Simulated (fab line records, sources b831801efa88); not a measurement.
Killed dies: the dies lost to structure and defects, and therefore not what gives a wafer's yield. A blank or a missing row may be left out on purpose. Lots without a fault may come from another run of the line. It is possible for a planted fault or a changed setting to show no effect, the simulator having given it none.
Which tool did it? -- flow sky130 -- Sampling: 24 lots, 72 wafers, 3 of 708 route steps

## WHAT THE GAUGES SHOWED, per wafer
SKY_LOCAL_INTERCONNECT_OVL_MEAS_12.
lot,measured,on,LOCAL_INTERCONNECT_OVL (nm)
L074,day 30 11:01,overlay-01,5 13 8
L075,day 30 11:14,overlay-01,9 16 8
L076,day 31 07:40,overlay-02,1 4 2
L077,day 31 11:48,overlay-02,-1 5 1
L078,day 31 16:15,overlay-02,2 -2 4
L079,day 31 12:17,overlay-02,5 -2 6
L080,day 32 19:18,overlay-01,2 -2 1
L081,day 32 23:38,overlay-01,10 6 7
L082,day 33 07:05,overlay-02,2 -7 -5
L084,day 33 20:35,overlay-01,-6 -3 -8
L083,day 33 07:26,overlay-01,8 6 6
L085,day 33 09:05,overlay-01,0 -3 1
L086,day 34 14:52,overlay-02,7 3 9
L087,day 34 21:35,overlay-02,3 8 7
L088,day 35 13:59,overlay-01,8 7 5
L089,day 35 19:33,overlay-01,7 3 6
L090,day 35 18:06,overlay-02,1 5 2
L091,day 35 21:16,overlay-02,-12 -3 -7
L092,day 36 01:00,overlay-02,2 2 5
L093,day 37 02:50,overlay-01,-6 -2 -6
L094,day 37 07:23,overlay-01,-2 -4 -8
L095,day 37 08:23,overlay-01,5 3 4
L096,day 37 12:22,overlay-02,-1 -4 5
L097,day 37 13:48,overlay-01,9 9 14

## EACH LOT AND THE TOOL THAT RAN IT (in order: tool; ch and the chambers of the sampled wafers; start)
lot,SKY_NWELL_STRIP_25,SKY_LOCAL_INTERCONNECT_SPUTTER_00
L074,"plasma asher-04 ch 0,1, day 5 12:34","pvd sputter-02, day 29 07:48"
L075,"plasma asher-01 ch 0,1, day 5 13:18","pvd sputter-03, day 29 11:13"
L076,"plasma asher-02 ch 0,1, day 5 19:05","pvd sputter-02, day 30 10:59"
L077,"plasma asher-01 ch 0,1, day 6 01:28","pvd sputter-04, day 30 12:39"
L078,"plasma asher-04 ch 0,1, day 6 07:43","pvd sputter-02, day 30 14:47"
L079,"plasma asher-01 ch 0,1, day 6 10:46","pvd sputter-02, day 30 12:42"
L080,"plasma asher-01 ch 0,1, day 6 18:46","pvd sputter-03, day 31 15:31"
L081,"plasma asher-04 ch 0,1, day 7 03:22","pvd sputter-04, day 31 20:24"
L082,"plasma asher-02 ch 0,1, day 7 14:52","pvd sputter-02, day 32 04:37"
L084,"plasma asher-01 ch 0,1, day 7 17:31","pvd sputter-04, day 32 18:24"
L083,"plasma asher-02 ch 0,1, day 7 18:04","pvd sputter-03, day 32 05:10"
L085,"plasma asher-04 ch 0,1, day 7 22:43","pvd sputter-04, day 32 07:13"
L086,"plasma asher-04 ch 0,1, day 8 09:15","pvd sputter-02, day 33 12:30"
L087,"plasma asher-02 ch 0,1, day 8 15:28","pvd sputter-03, day 33 18:55"
L088,"plasma asher-01 ch 0,1, day 9 02:07","pvd sputter-04, day 34 11:17"
L089,"plasma asher-01 ch 0,1, day 9 06:23","pvd sputter-04, day 34 16:12"
L090,"plasma asher-01 ch 0,1, day 9 12:22","pvd sputter-02, day 34 15:47"
L091,"plasma asher-04 ch 0,1, day 9 16:36","pvd sputter-03, day 34 19:17"
L092,"plasma asher-02 ch 0,1, day 9 23:04","pvd sputter-02, day 34 22:36"
L093,"plasma asher-01 ch 1, day 10 05:25","pvd sputter-02, day 36 01:00"
L094,"plasma asher-01 ch 0,1, day 10 15:34","pvd sputter-02, day 36 05:25"
L095,"plasma asher-01 ch 0,1, day 10 21:49","pvd sputter-04, day 36 06:40"
L096,"plasma asher-04 ch 0,1, day 11 01:28","pvd sputter-03, day 36 10:09"
L097,"plasma asher-01 ch 1, day 11 03:04","pvd sputter-02, day 36 11:25"
- SKY_NWELL_STRIP_25: strips in O2/N2.
- SKY_LOCAL_INTERCONNECT_SPUTTER_00: material TiN, target thk 100 nm, time 83.3 s.

## WHAT THE TOOLS THEMSELVES READ (means of the sampled wafers that have a number; where no wafer has one, the mark that the record gives instead)
SKY_NWELL_STRIP_25.
lot,tool,drypump motor current A (A),oes product au (a.u.),strip time to endpoint s (s)
L074,plasma asher-04,5.5,0.726,36.97
L075,plasma asher-01,5.1,0.721,36.93
L076,plasma asher-02,5.8,0.718,36.99
L077,plasma asher-01,5.1,0.720,36.87
L078,plasma asher-04,5.5,0.724,36.98
L079,plasma asher-01,5.2,0.724,36.95
L080,plasma asher-01,5.4,0.726,36.89
L081,plasma asher-04,5.3,0.721,36.97
L082,plasma asher-02,5.8,0.721,37.01
L084,plasma asher-01,5.1,0.723,36.90
L083,plasma asher-02,5.8,0.722,36.97
L085,plasma asher-04,5.3,0.718,36.78
L086,plasma asher-04,5.5,0.725,36.91
L087,plasma asher-02,6.3,0.718,36.97
L088,plasma asher-01,5.4,0.724,36.88
L089,plasma asher-01,5.1,0.723,36.93
L090,plasma asher-01,5.4,0.723,36.85
L091,plasma asher-04,5.4,0.722,36.91
L092,plasma asher-02,5.8,0.722,36.94
L093,plasma asher-01,5.7,0.720,36.95
L094,plasma asher-01,5.1,0.719,36.94
L095,plasma asher-01,5.4,0.719,37.02
L096,plasma asher-04,5.5,0.719,37.05
L097,plasma asher-01,5.6,0.723,36.97

SKY_LOCAL_INTERCONNECT_SPUTTER_00.
lot,tool,throttle valve pct (%)
L074,pvd sputter-02,30.4
L075,pvd sputter-03,30.6
L076,pvd sputter-02,30.7
L077,pvd sputter-04,29.5
L078,pvd sputter-02,30.6
L079,pvd sputter-02,30.6
L080,pvd sputter-03,30.3
L081,pvd sputter-04,29.1
L082,pvd sputter-02,30.4
L084,pvd sputter-04,29.5
L083,pvd sputter-03,30.5
L085,pvd sputter-04,29.6
L086,pvd sputter-02,30.2
L087,pvd sputter-03,30.7
L088,pvd sputter-04,29.3
L089,pvd sputter-04,29.4
L090,pvd sputter-02,30.3
L091,pvd sputter-03,30.6
L092,pvd sputter-02,30.4
L093,pvd sputter-02,30.0
L094,pvd sputter-02,30.3
L095,pvd sputter-04,29.0
L096,pvd sputter-03,30.6
L097,pvd sputter-02,30.6

## THE ANSWER, worked out from the rows above alone
Rule: what is usual is taken from the lots themselves. The widest of any qualifying gaps counts: lots, ordered by their means at a reading, are off when they make up no more than a third of the lots, leave a main group of 4 or more, and stand apart from it by 3 or more times the standard deviation of that group's means. Not used: any main group whose means are identical at the precision the tables above print for the reading. A lot without any number at a reading at which 4 lots or more have one is off too. Any other lot the step has rows for is counted as sound. Order of review: gauges by route order, followed by the tools' own readings, for which a lot's mean as printed above is used. The first step at which some lot is off is used, and at that step the reading that is off furthest; a lot without a number counts as furthest.
None of the lots is off at any reading shown; this tells nothing.

## WHAT WAS PUT IN BY THE SIMULATOR
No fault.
